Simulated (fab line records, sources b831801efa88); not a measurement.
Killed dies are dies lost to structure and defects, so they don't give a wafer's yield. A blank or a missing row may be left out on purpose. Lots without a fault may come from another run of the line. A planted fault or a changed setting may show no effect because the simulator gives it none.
Which tool did it? | flow sky130 | 12 lots, 36 wafers sampled, at 6 steps of a route of 708

WHAT THE GAUGES READ, wafer by wafer
SKY_VT_ADJUST_PCH_OVL_MEAS_07.
lot  | measured     | on         | VT_ADJUST_PCH_OVL (nm)
L623 | day 10 05:22 | overlay-02 | -1.8 0.2 -0.9
L624 | day 10 16:45 | overlay-02 | -0.4 -1.2 1.2
L626 | day 11 07:25 | overlay-02 | 0.2 0.8 0.3
L627 | day 11 14:43 | overlay-02 | -2.0 -0.9 0.2
L628 | day 12 02:15 | overlay-01 | -2.9 -0.1 -0.8
L629 | day 12 03:16 | overlay-01 | -1.0 -4.3 -0.9
L630 | day 12 12:31 | overlay-01 | 1.0 -1.4 0.3
L639 | day 15 12:55 | overlay-01 | 0.2 -1.1 -1.2
L640 | day 16 04:18 | overlay-02 | -1.5 0.8 -1.3
L641 | day 16 04:36 | overlay-02 | 1.6 0.3 -1.9
L643 | day 16 15:40 | overlay-02 | -0.3 -1.8 -1.8
L644 | day 17 00:00 | overlay-02 | -1.5 -0.8 -0.9

SKY_SONOS_ONO_THK_MEAS_05.
lot  | measured     | on            | SONOS_ONO_CVD_04_THK (nm)
L623 | day 11 10:27 | film_metro-04 | 5.65 5.63 5.60
L624 | day 11 22:04 | film_metro-03 | 5.73 5.74 5.63
L626 | day 12 15:48 | film_metro-01 | 5.61 5.58 5.75
L627 | day 13 04:58 | film_metro-03 | 5.78 5.70 5.67
L628 | day 13 16:19 | film_metro-04 | 5.76 5.82 5.74
L629 | day 13 16:20 | film_metro-01 | 5.81 5.86 5.81
L630 | day 13 21:43 | film_metro-03 | 5.73 5.72 5.76
L639 | day 16 23:37 | film_metro-04 | 5.70 5.69 5.67
L640 | day 17 16:35 | film_metro-04 | 5.85 5.78 5.80
L641 | day 17 19:26 | film_metro-04 | 5.85 5.83 5.72
L643 | day 18 03:55 | film_metro-01 | 5.81 5.82 5.75
L644 | day 18 12:17 | film_metro-01 | 5.95 5.77 5.85

SKY_GATE_OXIDE_TW_MEAS_14.
lot  | measured     | on            | GATE_OXIDE_TW
L623 | day 13 19:37 | film_metro-04 | 225.6 225.1 225.2
L624 | day 14 06:31 | film_metro-04 | 226.3 225.2 225.3
L626 | day 14 23:11 | film_metro-01 | 223.3 221.9 222.1
L627 | day 15 12:24 | film_metro-01 | 222.0 220.6 221.3
L628 | day 15 23:17 | film_metro-01 | 220.5 222.2 220.9
L629 | day 15 23:12 | film_metro-02 | 223.7 224.1 222.2
L630 | day 16 03:50 | film_metro-01 | 222.1 221.7 220.8
L639 | day 19 12:40 | film_metro-02 | 224.6 224.5 225.1
L640 | day 20 06:31 | film_metro-01 | 222.8 221.8 222.4
L641 | day 20 10:59 | film_metro-01 | 221.6 221.3 221.6
L643 | day 20 18:55 | film_metro-02 | 224.1 223.6 223.5
L644 | day 21 05:31 | film_metro-02 | 223.9 223.5 225.3

SKY_LDD_LDN_OVL_MEAS_07.
lot  | measured     | on         | LDD_LDN_OVL (nm)
L623 | day 23 04:32 | overlay-02 | -0.4 -0.1 -2.1
L624 | day 23 08:27 | overlay-02 | 1.1 1.0 -0.2
L626 | day 24 06:15 | overlay-02 | 0.1 0.6 1.5
L627 | day 24 14:40 | overlay-02 | 2.0 -1.4 0.6
L628 | day 25 00:57 | overlay-01 | - - -
L629 | day 25 04:55 | overlay-01 | -1.7 -4.4 -2.2
L630 | day 25 05:48 | overlay-02 | 0.4 -1.7 -0.9
L639 | day 28 15:48 | overlay-02 | -3.1 -2.2 -2.8
L640 | day 29 10:21 | overlay-01 | -1.7 1.1 -1.1
L641 | day 29 11:02 | overlay-01 | -1.2 -1.1 -2.0
L643 | day 29 16:57 | overlay-01 | -0.8 -0.9 -3.4
L644 | day 30 04:21 | overlay-01 | -2.0 -0.4 -3.3

SKY_LDD_LDN_TW_MEAS_13.
lot  | measured     | on            | LDD_LDN_TW
L623 | day 23 05:16 | film_metro-03 | 1489 1490 1490
L624 | day 23 09:11 | film_metro-03 | 1481 1489 1477
L626 | day 24 06:59 | film_metro-03 | 1477 1479 1486
L627 | day 24 15:25 | film_metro-04 | 1492 1484 1489
L628 | day 25 01:41 | film_metro-04 | 30 30 30
L629 | day 25 05:39 | film_metro-04 | 1492 1496 1485
L630 | day 25 06:32 | film_metro-03 | 1475 1484 1476
L639 | day 28 16:32 | film_metro-04 | 1501 1497 1492
L640 | day 29 11:05 | film_metro-01 | 1467 1472 1463
L641 | day 29 11:46 | film_metro-01 | 1467 1467 1464
L643 | day 29 17:41 | film_metro-03 | 1488 1482 1486
L644 | day 30 05:05 | film_metro-04 | 1491 1495 1498

WHICH TOOL RAN EACH LOT (tool, then ch and the chambers of the sampled wafers, then the start)
lot  | SKY_LDD_LDN_EXPOSE_04
L623 | iline_stepper-01 ch 0, day 22 12:49
L624 | iline_stepper-01 ch 0, day 22 17:00
L626 | iline_stepper-02 ch 0, day 23 15:14
L627 | iline_stepper-01 ch 0, day 23 23:33
L628 | iline_stepper-01 ch 0, day 24 11:18
L629 | iline_stepper-02 ch 0, day 24 15:23
L630 | iline_stepper-01 ch 0, day 24 15:43
L639 | iline_stepper-01 ch 0, day 28 02:25
L640 | iline_stepper-01 ch 0, day 28 20:18
L641 | iline_stepper-01 ch 0, day 28 20:46
L643 | iline_stepper-02 ch 0, day 29 02:38
L644 | iline_stepper-02 ch 0, day 29 14:36
- SKY_LDD_LDN_EXPOSE_04: exposes mask LDNTM, target cd 700 nm.

WHAT THE TOOLS THEMSELVES READ (means of the sampled wafers that have a number; where no wafer has one, the mark that the record gives instead)
SKY_LDD_LDN_EXPOSE_04.
lot  | tool             | focus_offset_nm (nm)
L623 | iline_stepper-01 | -0.2
L624 | iline_stepper-01 | -0.2
L626 | iline_stepper-02 | -0.6
L627 | iline_stepper-01 | 0.0
L628 | iline_stepper-01 | -0.6
L629 | iline_stepper-02 | -0.7
L630 | iline_stepper-01 | -0.3
L639 | iline_stepper-01 | 0.0
L640 | iline_stepper-01 | -0.4
L641 | iline_stepper-01 | 0.1
L643 | iline_stepper-02 | 0.5
L644 | iline_stepper-02 | -0.1

THE ANSWER, worked out from the rows above alone
Rule: what is usual is taken from the lots themselves. Put in order of their means at a reading, lots are off if they are a third of the lots or fewer, leave a main group of 4 or more, and stand apart from it by a gap of 3 or more times the standard deviation of the main group's means; of several such gaps the widest counts. A main group whose means are all the same, to the digits that the tables above print for the reading, isn't used. A lot without any number at a reading at which 4 lots or more have one is off too. The other lots that the step has rows for count as sound. The gauges are gone through in route order, then the tools' own readings, and for those a lot's mean is taken as printed above. The first step at which some lot is off is used, and at that step the reading that is off furthest; a lot without a number counts as furthest.
Off: L628, at SKY_LDD_LDN_OVL_MEAS_07 (LDD_LDN_OVL). Without a number there: L628. The main group: mean -1.0 nm, standard deviation 1.2.
A tool fits if, at a process step before that reading, it ran every lot that is off, and no sound lot after the first of them. The gauges at SKY_LDD_LDN_OVL_MEAS_07 aren't tried: what is off there is off at SKY_LDD_LDN_TW_MEAS_13 too, on other tools, and a gauge's error can't cause that. None of those tried fits.

WHAT THE SIMULATOR HAD PUT IN
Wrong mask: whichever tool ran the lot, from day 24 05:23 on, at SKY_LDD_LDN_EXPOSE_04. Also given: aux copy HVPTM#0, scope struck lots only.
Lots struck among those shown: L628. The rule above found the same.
